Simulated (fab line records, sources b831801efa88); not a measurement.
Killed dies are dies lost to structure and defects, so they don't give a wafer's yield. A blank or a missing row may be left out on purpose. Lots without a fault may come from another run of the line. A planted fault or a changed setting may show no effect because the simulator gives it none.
A struck lot beside a sound one | flow sky130 | 31 steps out of a route of 708
Sound: wafers L361.1, L361.5, L361.6. Struck: wafers L363.4, L363.5, L363.6. The cause comes at the end.
At each step with rows: each side's tool, then ch and its chambers, then its first start. Under that, the readings that differ: sound wafers | struck wafers | difference of the means | sigmas: that difference in standard deviations of wafers without a fault.
alike: readings whose means differ by less than 2 such deviations, and words and numbers that are the same on both sides. not compared: withheld readings, readings that some wafer has no value for, bounds like >300 that may hide the same value, and numbers for which the record gives no deviation and whose values overlap.
The two part at a step that has a row with sigmas, a row that says differs or no value, or rows on one side only. Numbers that don't overlap but have no deviation are shown without sigmas and don't part them. A reading that every wafer of one side lacks parts them only if that side has two wafers or more.

first, 1 step without rows for these wafers: SKY_NWELL_IMPLANT_13.
SKY_NWELL_STRIP_14: strips in O2/N2.
  sound on plasma_asher-03 ch 0,1, day 4 10:28; struck on plasma_asher-03 ch 0,1, day 4 23:30
  alike: chamber_pressure_mTorr, drypump_motor_current_A, oes_product_au, strip_time_to_endpoint_s
  not compared: rf_hours_counter_h
SKY_NWELL_TW_MEAS_15:
  sound on film_metro-04, day 4 10:34; struck on film_metro-04, day 4 23:35
  alike: NWELL_TW
then, 7 steps without rows for these wafers: SKY_NWELL_DEHYDRATE_16 (time 60 s); SKY_NWELL_HMDS_17 (prime time 62.83 s); SKY_NWELL_COAT_18 (resist thk 3000 nm); SKY_NWELL_SOFTBAKE_19; SKY_NWELL_EXPOSE_20 (exposes mask NWM COMPLEMENT, target cd 840 nm); SKY_NWELL_PEB_21; SKY_NWELL_DEVELOP_22 (develop time 60 s).
SKY_NWELL_OVL_MEAS_23:
  sound on overlay-01, day 5 03:07; struck on overlay-01, day 5 17:35
  alike: NWELL_01_OVL
then, 1 step without rows for these wafers: SKY_NWELL_IMPLANT_24.
SKY_NWELL_STRIP_25: strips in O2/N2.
  sound on plasma_asher-02 ch 0,1, day 5 03:19; struck on plasma_asher-02 ch 0,1, day 5 17:47
  no value came back on the struck wafers for chamber_pressure_mTorr (mTorr), drypump_motor_current_A (A), oes_product_au (a.u.), strip_time_to_endpoint_s (s); on the sound wafers chamber_pressure_mTorr (mTorr) reads 1499.4 1499.8 1499.2
  reading                                 | sound | struck         | difference | sigmas
  model.coat_of_NWELL_COAT_18.thk_nm (nm) | 0 0 0 | 3010 3006 3009 | +3008      |
  not compared: rf_hours_counter_h
SKY_NWELL_TW_MEAS_26:
  sound on film_metro-04, day 5 03:25; struck on film_metro-03, day 5 17:53
  alike: NWELL_2_TW
then, 1 step without rows for these wafers: SKY_NWELL_CLEAN_27 (cleans in SC1/SC2, time 150 s).
SKY_NWELL_RTA_28: time 30 s.
  sound on rtp_anneal-01 ch 0, day 5 03:31; struck on rtp_anneal-02 ch 0, day 5 18:01
  alike: lamp_power_pct, wafer_temp_C_max
SKY_NWELL_RS_MEAS_29: measures by four-point-probe.
  sound on film_metro-04, day 5 03:37; struck on film_metro-02, day 5 18:08
  alike: NWELL_RS
SKY_NWELL_RS_MEAS_31: measures by four-point-probe.
  sound on film_metro-04, day 5 03:52; struck on film_metro-02, day 5 18:22
  alike: PWDE_RS
then, 7 steps without rows for these wafers: SKY_VT_ADJUST_HVTP_DEHYDRATE_00 (time 60 s); SKY_VT_ADJUST_HVTP_HMDS_01 (prime time 60 s); SKY_VT_ADJUST_HVTP_COAT_02 (resist thk 1140 nm); SKY_VT_ADJUST_HVTP_SOFTBAKE_03 (time 60 s); SKY_VT_ADJUST_HVTP_EXPOSE_04 (exposes mask HVTPM, target cd 380 nm); SKY_VT_ADJUST_HVTP_PEB_05; SKY_VT_ADJUST_HVTP_DEVELOP_06 (develop time 60 s).
SKY_VT_ADJUST_HVTP_CD_MEAS_07: target cd 380 nm.
  sound on cd_sem-01, day 5 21:34; struck on cd_sem-01, day 6 13:26
  alike: cd_nm
SKY_VT_ADJUST_HVTP_OVL_MEAS_08:
  sound on overlay-01, day 5 21:41; struck on overlay-02, day 6 13:30
  alike: VT_ADJUST_HVTP_OVL
then, 1 step without rows for these wafers: SKY_VT_ADJUST_HVTP_IMPLANT_09.
SKY_VT_ADJUST_HVTP_STRIP_10: strips in O2/N2.
  sound on plasma_asher-03 ch 0,1, day 5 21:52; struck on plasma_asher-04 ch 0,1, day 6 13:43
  reading                      | sound             | struck            | difference | sigmas
  oes_product_au (a.u.)        | 0.713 0.717 0.716 | 0.732 0.729 0.729 | +0.015     | +3
  strip_time_to_endpoint_s (s) | 14.21 14.21 14.15 | 58.86 58.85 58.90 | +44.68     | +99 or more
  alike: chamber_pressure_mTorr, drypump_motor_current_A
  not compared: rf_hours_counter_h
SKY_VT_ADJUST_HVTP_TW_MEAS_11:
  sound on film_metro-02, day 5 21:58; struck on film_metro-02, day 6 14:02
  reading           | sound          | struck   | difference | sigmas
  VT_ADJUST_HVTP_TW | 1380 1381 1382 | 31 31 31 | -1350      | -84
  not compared: hold
SKY_PAD_OPEN_PROBE_99:
  the record has rows for the sound wafers here (prober-01, day 45 16:26) and none for the struck ones

WHERE THEY PART
First at SKY_NWELL_STRIP_25; last, within this record, at SKY_PAD_OPEN_PROBE_99.

WHY: what the simulator had put in
Skipped step whole: plasma_asher-02, from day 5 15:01 on, at SKY_NWELL_STRIP_25. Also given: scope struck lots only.
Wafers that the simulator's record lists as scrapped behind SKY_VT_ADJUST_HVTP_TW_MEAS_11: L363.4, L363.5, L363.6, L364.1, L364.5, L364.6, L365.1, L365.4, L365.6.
